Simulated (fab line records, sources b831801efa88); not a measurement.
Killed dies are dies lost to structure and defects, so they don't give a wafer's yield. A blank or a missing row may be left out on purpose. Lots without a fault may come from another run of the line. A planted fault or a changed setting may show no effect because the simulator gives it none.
A struck lot beside a sound one | flow sky130 | 15 steps out of a route of 708
Sound: wafers L127.1, L127.2, L127.6. Struck: wafers L136.2, L136.4. (L136.1 of the same lot was not struck and is left out.) The cause comes at the end.
At each step with rows: each side's tool, then ch and its chambers, then its first start. Under that, the readings that differ: sound wafers | struck wafers | difference of the means | sigmas: that difference in standard deviations of wafers without a fault.
alike: readings whose means differ by less than 2 such deviations, and words and numbers that are the same on both sides. not compared: withheld readings, readings that some wafer has no value for, bounds like >300 that may hide the same value, and numbers for which the record gives no deviation and whose values overlap.
The two part at a step that has a row with sigmas, a row that says differs or no value, or rows on one side only. Numbers that don't overlap but have no deviation are shown without sigmas and don't part them. A reading that every wafer of one side lacks parts them only if that side has two wafers or more.

first, 3 steps without rows for these wafers: SKY_METAL1_EXPOSE_12 (exposes mask MM1, target cd 140 nm); SKY_METAL1_PEB_13; SKY_METAL1_DEVELOP_14 (develop time 60 s).
SKY_METAL1_CD_MEAS_15: target cd 140 nm.
  sound on cd_sem-01, day 32 08:08; struck on cd_sem-02, day 35 04:37
  alike: cd_nm
SKY_METAL1_OVL_MEAS_16:
  sound on overlay-02, day 32 08:15; struck on overlay-02, day 35 04:44
  reading         | sound  | struck | difference | sigmas
  METAL1_OVL (nm) | 2 12 5 | -7 -10 | -15        | -2
SKY_METAL1_DESCUM_17: chemistry O2, time 8 s.
  sound on rie_metal-01 ch 0,1, day 32 08:17; struck on rie_metal-01 ch 0,1, day 35 04:46
  alike: drypump_motor_current_A, oes_product_au, rf_fwd_power_W
  not compared: rf_hours_counter_h
SKY_METAL1_ETCH_18: etches BARC in N2/H2, stops on SiO2, time 45.9 s, target depth 60 nm.
  sound on rie_metal-01 ch 0,1, day 32 08:19; struck on rie_metal-01 ch 0,1, day 35 04:48
  alike: bias_w, drypump_motor_current_A, n2_flow_sccm, oes_product_au, rf_fwd_power_W, throttle_valve_pct
  not compared: rf_hours_counter_h
SKY_METAL1_METAL_ETCH_19: etches the open film in Cl2/BCl3, stops on SiO2, target depth 360 nm, time 78 s.
  sound on rie_metal-01 ch 0,1, day 32 08:23; struck on rie_metal-01 ch 0,1, day 35 04:52
  alike: bias_w, drypump_motor_current_A, oes_product_au, rf_fwd_power_W, throttle_valve_pct
  not compared: rf_hours_counter_h
SKY_METAL1_STRIP_20: strips in O2/N2.
  sound on plasma_asher-04 ch 0,1, day 32 08:28; struck on plasma_asher-02 ch 1, day 35 04:58
  alike: drypump_motor_current_A, n2_flow_sccm, oes_product_au, strip_time_to_endpoint_s
  not compared: rf_hours_counter_h
then, 3 steps without rows for these wafers: SKY_METAL1_STRIP_21 (strips in post etch residue remover, time 1200 s); SKY_METAL1_CLEAN_22 (cleans in IPA, time 180 s); SKY_METAL1_CLEAN_23 (cleans in O3/DIW).
SKY_VIA1_HDPCVD_00: deposits SiO2, target thk 1030 nm, time 171.7 s.
  sound on hdpcvd-02 ch 1,2, day 32 09:04; struck on hdpcvd-02 ch 2, day 35 05:33
  reading                                  | sound             | struck      | difference | sigmas
  run_length_s (s)                         | 199.0 199.9 199.2 | 169.0 168.8 | -30.5      | -66
  model.SiO2_of_VIA1_HDPCVD_00.thk_nm (nm) | 1055 1044 1053    | 862.1 861.5 | -188.9     |
SKY_VIA1_THK_MEAS_01:
  sound on film_metro-03, day 32 09:11; struck on film_metro-03, day 35 05:40
  reading              | sound          | struck  | difference | sigmas
  VIA1_HDPCVD_THK (nm) | 1056 1044 1054 | 862 861 | -190       | -15
SKY_VIA1_CMP_02: polishes SiO2.
  sound on cmp-01 ch 0,1,3, day 32 09:14; struck on cmp-01 ch 2,3, day 35 05:44
  alike: motor_current_A

WHERE THEY PART
First at SKY_METAL1_OVL_MEAS_16; last, within this record, at SKY_VIA1_THK_MEAS_01. Later steps at which nothing parts them and some readings are alike: SKY_VIA1_CMP_02.

WHY: what the simulator had put in
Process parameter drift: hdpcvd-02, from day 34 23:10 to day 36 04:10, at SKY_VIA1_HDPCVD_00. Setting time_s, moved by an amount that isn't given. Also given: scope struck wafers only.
